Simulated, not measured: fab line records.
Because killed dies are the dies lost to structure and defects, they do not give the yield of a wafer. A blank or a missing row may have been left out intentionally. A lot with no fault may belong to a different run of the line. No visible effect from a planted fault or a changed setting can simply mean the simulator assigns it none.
fab line records + flow sky130 + part 2 of 2: steps 22 to 34 of 34
[record]
- lots = 5
- wafers = 15
- lastDay = 50
route steps=708 shown POLY_GATE@223 LDD_N@237 LDD_P@255
lots that met no fault: from a run of the same line without faults
startH: the number of hours between the record's first day and the start of the first shown wafer of the lot + waitH: hours since the lot's step before + " unchanged from the row above + L1.1+2: a single row standing in for several wafers + - value missing, or start not given + * or withheld: withheld + < > ~ a bound
route shown NAME@n: NAME is a module with steps in the file, n the number in the route of the first one + usual: the fault-free wafers' mean and standard deviation + same: alike in all rows + chamber/n: place in a boat + sites: each site's reading + _std_site: standard deviation across them + _edge_site: inner sites' mean taken away from outer sites' mean + radiusMm: for every site, how far away it sits from the centre of the wafer + mask NAME#n: copy n + behind: the last tool/chamber to shape the wafer + hold: why the lot was held/for how many hours/how that ended + device: whichever transistor did not switch (one of n, p or np) + end of line: at the end of the route, the tests of the same wafers + a step given without rows: its recipe and nothing more + killed: dies lost to structure and defects at the first sort, not the wafer's yield + map: a wafer's dies, x killed, . not, _ none there
set.NAME: setting as actually run; set.NAME@STEP: the setting as run at that earlier step + model.NAME: the simulator's own value behind a step, which no gauge read
lots at some steps of the route; a table a step, a row a wafer
services: the hour from which a tool's chamber was out of use, counted from the record's first day as startH (under 0 if before that day), plus the number of hours and why
[[steps]]
[step SKY_LDD_N_OVL_MEAS_07]
[usual]
- LDD_N_OVL = -1.3/1.3
| lot.wafer | tool       | chamber | startH | waitH | LDD_N_OVL[nm] |
|-----------|------------|---------|--------|-------|---------------|
| L082.1    | overlay-01 | -       | 487.36 | 0.1   | -2.9          |
| L082.4    | "          | -       | "      | "     | -2.0          |
| L082.5    | "          | -       | "      | "     | -1.8          |
| L083.2    | overlay-01 | -       | 491.86 | 0.1   | 0.1           |
| L083.4    | "          | -       | "      | "     | -0.6          |
| L083.6    | "          | -       | "      | "     | -0.7          |
| L087.1    | overlay-02 | -       | 526.16 | 0.1   | -3.3          |
| L087.2    | "          | -       | "      | "     | -1.5          |
| L087.3    | "          | -       | "      | "     | -1.6          |
| L091.1    | overlay-02 | -       | 563.85 | 0.1   | -0.5          |
| L091.3    | "          | -       | "      | "     | -1.1          |
| L091.5    | "          | -       | "      | "     | -0.1          |
| L095.1    | overlay-01 | -       | 589.21 | 0.1   | -1.6          |
| L095.3    | "          | -       | "      | "     | -1.3          |
| L095.4    | "          | -       | "      | "     | -0.1          |
[step SKY_LDD_N_IMPLANT_08]
[recipe]
- species = As
- energyKev = 20
- doseCm2 = 7.5e+13
- tiltDeg = withheld
- rotationDeg = 23
| lot.wafer  | tool         | chamber | startH | waitH |
|------------|--------------|---------|--------|-------|
| L082.1+4+5 | implanter-01 | 0       | 487.40 | 0.0   |
| L083.2+4+6 | implanter-02 | 0       | 491.92 | 0.0   |
| L087.1+2+3 | implanter-01 | 0       | 526.19 | 0.0   |
| L091.1+3+5 | implanter-01 | 0       | 563.89 | 0.0   |
| L095.1+3+4 | implanter-04 | 0       | 589.25 | 0.0   |
[step SKY_LDD_N_IMPLANT_09]
[recipe]
- species = As
- energyKev = 20
- doseCm2 = 7.5e+13
- tiltDeg = withheld
- rotationDeg = 113
| lot.wafer  | tool         | chamber | startH | waitH |
|------------|--------------|---------|--------|-------|
| L082.1+4+5 | implanter-01 | 0       | 487.55 | 0.1   |
| L083.2+4+6 | implanter-02 | 0       | 492.07 | 0.1   |
| L087.1+2+3 | implanter-01 | 0       | 526.34 | 0.1   |
| L091.1+3+5 | implanter-01 | 0       | 564.04 | 0.1   |
| L095.1+3+4 | implanter-04 | 0       | 589.40 | 0.1   |
[step SKY_LDD_N_IMPLANT_10]
[recipe]
- species = As
- energyKev = 20
- doseCm2 = 7.5e+13
- tiltDeg = withheld
- rotationDeg = 203
| lot.wafer  | tool         | chamber | startH | waitH |
|------------|--------------|---------|--------|-------|
| L082.1+4+5 | implanter-01 | 0       | 487.70 | 0.1   |
| L083.2+4+6 | implanter-02 | 0       | 492.22 | 0.1   |
| L087.1+2+3 | implanter-01 | 0       | 526.49 | 0.1   |
| L091.1+3+5 | implanter-01 | 0       | 564.19 | 0.1   |
| L095.1+3+4 | implanter-04 | 0       | 589.55 | 0.1   |
[step SKY_LDD_N_IMPLANT_11]
[recipe]
- species = As
- energyKev = 20
- doseCm2 = 7.5e+13
- tiltDeg = withheld
- rotationDeg = 293
| lot.wafer  | tool         | chamber | startH | waitH |
|------------|--------------|---------|--------|-------|
| L082.1+4+5 | implanter-01 | 0       | 487.85 | 0.1   |
| L083.2+4+6 | implanter-02 | 0       | 492.37 | 0.1   |
| L087.1+2+3 | implanter-01 | 0       | 526.64 | 0.1   |
| L091.1+3+5 | implanter-01 | 0       | 564.34 | 0.1   |
| L095.1+3+4 | implanter-04 | 0       | 589.70 | 0.1   |
[step SKY_LDD_N_IMPLANT_12]
[recipe]
- species = BF2
- energyKev = 50
- doseCm2 = 5e+12
- tiltDeg = 30
- rotationDeg = 0
| lot.wafer  | tool         | chamber | startH | waitH |
|------------|--------------|---------|--------|-------|
| L082.1+4+5 | implanter-01 | 0       | 488.00 | 0.1   |
| L083.2+4+6 | implanter-02 | 0       | 492.52 | 0.1   |
| L087.1+2+3 | implanter-01 | 0       | 526.79 | 0.1   |
| L091.1+3+5 | implanter-01 | 0       | 564.49 | 0.1   |
| L095.1+3+4 | implanter-04 | 0       | 589.85 | 0.1   |
[step SKY_LDD_N_IMPLANT_13]
[recipe]
- species = BF2
- energyKev = 50
- doseCm2 = 5e+12
- tiltDeg = 30
- rotationDeg = 90
| lot.wafer  | tool         | chamber | startH | waitH |
|------------|--------------|---------|--------|-------|
| L082.1+4+5 | implanter-01 | 0       | 488.15 | 0.1   |
| L083.2+4+6 | implanter-02 | 0       | 492.67 | 0.1   |
| L087.1+2+3 | implanter-01 | 0       | 526.94 | 0.1   |
| L091.1+3+5 | implanter-01 | 0       | 564.64 | 0.1   |
| L095.1+3+4 | implanter-04 | 0       | 590.00 | 0.1   |
[step SKY_LDD_N_IMPLANT_14]
[recipe]
- species = BF2
- energyKev = 50
- doseCm2 = 5e+12
- tiltDeg = 30
- rotationDeg = 180
| lot.wafer  | tool         | chamber | startH | waitH |
|------------|--------------|---------|--------|-------|
| L082.1+4+5 | implanter-01 | 0       | 488.30 | 0.1   |
| L083.2+4+6 | implanter-02 | 0       | 492.82 | 0.1   |
| L087.1+2+3 | implanter-01 | 0       | 527.09 | 0.1   |
| L091.1+3+5 | implanter-01 | 0       | 564.79 | 0.1   |
| L095.1+3+4 | implanter-04 | 0       | 590.15 | 0.1   |
[step SKY_LDD_N_IMPLANT_15]
[recipe]
- species = BF2
- energyKev = 50
- doseCm2 = 5e+12
- tiltDeg = 30
- rotationDeg = 270
| lot.wafer  | tool         | chamber | startH | waitH |
|------------|--------------|---------|--------|-------|
| L082.1+4+5 | implanter-01 | 0       | 488.45 | 0.1   |
| L083.2+4+6 | implanter-02 | 0       | 492.97 | 0.1   |
| L087.1+2+3 | implanter-01 | 0       | 527.24 | 0.1   |
| L091.1+3+5 | implanter-01 | 0       | 564.94 | 0.1   |
| L095.1+3+4 | implanter-04 | 0       | 590.30 | 0.1   |
[step SKY_LDD_N_STRIP_16]
[recipe]
- chemistry = O2/N2
- powerW = 1400
- pressureMtorr = 1500
- platenTempC = withheld
- o2FlowSccm = 3000
- n2FlowSccm = 300
- overashFraction = 0.5
[usual]
- chamberPressureMTorr = 1500.1/1.3
- drypumpMotorCurrentA = 5.6/0.5
- oesProductAu = 0.406/0.0044
- stripTimeToEndpointS = 4.312/0.014
| lot.wafer | tool           | chamber | startH | waitH | chamberPressureMTorr | drypumpMotorCurrentA | oesProductAu | rfHoursCounterH | stripTimeToEndpointS |
|-----------|----------------|---------|--------|-------|----------------------|----------------------|--------------|-----------------|----------------------|
| L082.1    | plasmaAsher-02 | 1       | 488.60 | 0.1   | 1500.9               | 5.7                  | 0.406        | 36              | 4.314                |
| L082.4    | "              | 0       | "      | "     | 1499.3               | 5.3                  | 0.406        | -               | 4.307                |
| L082.5    | "              | 1       | "      | "     | 1500.4               | 5.7                  | 0.411        | -               | 4.305                |
| L083.2    | plasmaAsher-01 | 0       | 493.09 | 0.1   | 1498.8               | 5.0                  | 0.407        | 6               | 4.299                |
| L083.4    | "              | 0       | "      | "     | 1501.8               | 5.0                  | 0.406        | -               | 4.328                |
| L083.6    | "              | 1       | "      | "     | 1499.5               | 6.1                  | 0.414        | -               | 4.289                |
| L087.1    | plasmaAsher-02 | 0       | 527.39 | 0.1   | 1501.4               | 5.3                  | 0.410        | 41              | 4.311                |
| L087.2    | "              | 1       | "      | "     | 1500.2               | 5.7                  | 0.404        | 41              | 4.289                |
| L087.3    | "              | 1       | "      | "     | 1498.2               | 5.7                  | 0.400        | -               | 4.324                |
| L091.1    | plasmaAsher-04 | 1       | 565.09 | 0.1   | 1500.9               | 6.3                  | 0.403        | 74              | 4.302                |
| L091.3    | "              | 1       | "      | "     | 1499.7               | 6.3                  | 0.406        | -               | 4.325                |
| L091.5    | "              | 1       | "      | "     | 1498.8               | 6.3                  | 0.406        | -               | 4.315                |
| L095.1    | plasmaAsher-04 | 1       | 590.45 | 0.1   | 1499.5               | 6.3                  | 0.403        | 77              | 4.303                |
| L095.3    | "              | 1       | "      | "     | 1502.8               | 6.3                  | 0.405        | -               | 4.312                |
| L095.4    | "              | 0       | "      | "     | 1500.0               | 5.0                  | 0.403        | -               | 4.300                |
[step SKY_LDD_N_TW_MEAS_17]
[usual]
- LDD_N_TW = 2602/18
| lot.wafer | tool         | chamber | startH | waitH | LDD_N_TW |
|-----------|--------------|---------|--------|-------|----------|
| L082.1    | filmMetro-01 | -       | 488.70 | 0.1   | 2593     |
| L082.4    | "            | -       | "      | "     | 2598     |
| L082.5    | "            | -       | "      | "     | 2606     |
| L083.2    | filmMetro-03 | -       | 493.20 | 0.1   | 2584     |
| L083.4    | "            | -       | "      | "     | 2570     |
| L083.6    | "            | -       | "      | "     | 2580     |
| L087.1    | filmMetro-01 | -       | 527.49 | 0.1   | 2621     |
| L087.2    | "            | -       | "      | "     | 2615     |
| L087.3    | "            | -       | "      | "     | 2613     |
| L091.1    | filmMetro-03 | -       | 565.19 | 0.1   | 2576     |
| L091.3    | "            | -       | "      | "     | 2587     |
| L091.5    | "            | -       | "      | "     | 2597     |
| L095.1    | filmMetro-01 | -       | 590.55 | 0.1   | 2598     |
| L095.3    | "            | -       | "      | "     | 2613     |
| L095.4    | "            | -       | "      | "     | 2614     |
[step SKY_LDD_P_DEHYDRATE_00]
[recipe]
- tempC = 200
- timeS = 60
[usual]
- exhaustPa = 44.8/0.78
- plateTempC = 200.01/0.18
| lot.wafer | tool          | chamber | startH | waitH | exhaustPa | plateTempC |
|-----------|---------------|---------|--------|-------|-----------|------------|
| L082.1    | lithoTrack-04 | 0       | 504.03 | 15.3  | 43.4      | 199.95     |
| L082.4    | "             | 0       | "      | "     | 44.2      | 199.97     |
| L082.5    | "             | 0       | "      | "     | 43.8      | 199.85     |
| L083.2    | lithoTrack-03 | 0       | 508.28 | 15.1  | 45.2      | 199.54     |
| L083.4    | "             | 0       | "      | "     | 44.9      | 199.58     |
| L083.6    | "             | 0       | "      | "     | 44.5      | 199.78     |
| L087.1    | lithoTrack-04 | 0       | 542.48 | 15.0  | 44.7      | 200.28     |
| L087.2    | "             | 0       | "      | "     | 44.6      | 200.07     |
| L087.3    | "             | 0       | "      | "     | 45.0      | 200.38     |
| L091.1    | lithoTrack-01 | 0       | 579.35 | 14.2  | 44.2      | 200.05     |
| L091.3    | "             | 0       | "      | "     | 45.8      | 199.97     |
| L091.5    | "             | 0       | "      | "     | 45.5      | 200.24     |
| L095.1    | lithoTrack-01 | 0       | 605.20 | 14.6  | 45.2      | 199.97     |
| L095.3    | "             | 0       | "      | "     | 44.1      | 200.27     |
| L095.4    | "             | 0       | "      | "     | 44.5      | 200.09     |
[step SKY_LDD_P_HMDS_01]
[recipe]
- primeTimeS = 60
- primeTempC = 120
[usual]
- exhaustPa = 44.8/0.84
| lot.wafer | tool          | chamber | startH | waitH | exhaustPa |
|-----------|---------------|---------|--------|-------|-----------|
| L082.1    | lithoTrack-04 | 0       | 504.18 | 0.1   | 44.2      |
| L082.4    | "             | 0       | "      | "     | 45.2      |
| L082.5    | "             | 0       | "      | "     | 44.9      |
| L083.2    | lithoTrack-03 | 0       | 508.43 | 0.1   | 44.8      |
| L083.4    | "             | 0       | "      | "     | 47.3      |
| L083.6    | "             | 0       | "      | "     | 46.3      |
| L087.1    | lithoTrack-04 | 0       | 542.63 | 0.1   | 44.6      |
| L087.2    | "             | 0       | "      | "     | 46.3      |
| L087.3    | "             | 0       | "      | "     | 46.1      |
| L091.1    | lithoTrack-01 | 0       | 579.50 | 0.1   | 45.4      |
| L091.3    | "             | 0       | "      | "     | 44.0      |
| L091.5    | "             | 0       | "      | "     | 44.3      |
| L095.1    | lithoTrack-01 | 0       | 605.35 | 0.1   | 44.1      |
| L095.3    | "             | 0       | "      | "     | 43.5      |
| L095.4    | "             | 0       | "      | "     | 44.1      |
[[services]]
| tool          | chamber | startH | hours | kind   |
|---------------|---------|--------|-------|--------|
| krfScanner-02 | -       | 414.20 | 1.0   | pm     |
| krfScanner-02 | -       | 423.42 | 0.3   | repair |
| krfScanner-02 | -       | 424.01 | 1.3   | pm     |
| rieSi-01      | 3       | 424.07 | 1.1   | repair |
| implanter-01  | -       | 430.40 | 0.9   | repair |
| implanter-01  | -       | 439.31 | 2.6   | repair |
| rieSi-01      | 0       | 460.67 | 4.6   | repair |
| implanter-04  | -       | 463.25 | 4.5   | pm     |
| rieSi-01      | -       | 475.09 | 2.8   | pm     |
| rieSi-01      | 2       | 478.51 | 4.1   | repair |
| rieSi-01      | 2       | 484.57 | 6.3   | repair |
| rieDiel-03    | -       | 488.34 | 2.0   | repair |
| implanter-02  | -       | 497.56 | 2.0   | repair |
| rieDiel-03    | 3       | 505.41 | 1.2   | repair |
| implanter-01  | -       | 506.35 | 4.4   | pm     |
| implanter-02  | -       | 510.53 | 3.9   | repair |
| krfScanner-02 | -       | 524.62 | 0.8   | pm     |
| rieDiel-03    | -       | 540.48 | 1.0   | repair |
| rieSi-01      | 2       | 547.59 | 10.9  | repair |
| rieDiel-03    | 2       | 575.26 | 4.1   | repair |
| rieSi-01      | 1       | 583.17 | 1.4   | repair |
| krfScanner-02 | -       | 583.20 | 1.0   | pm     |
| implanter-01  | -       | 586.52 | 4.8   | pm     |
| implanter-01  | -       | 602.39 | 4.2   | repair |
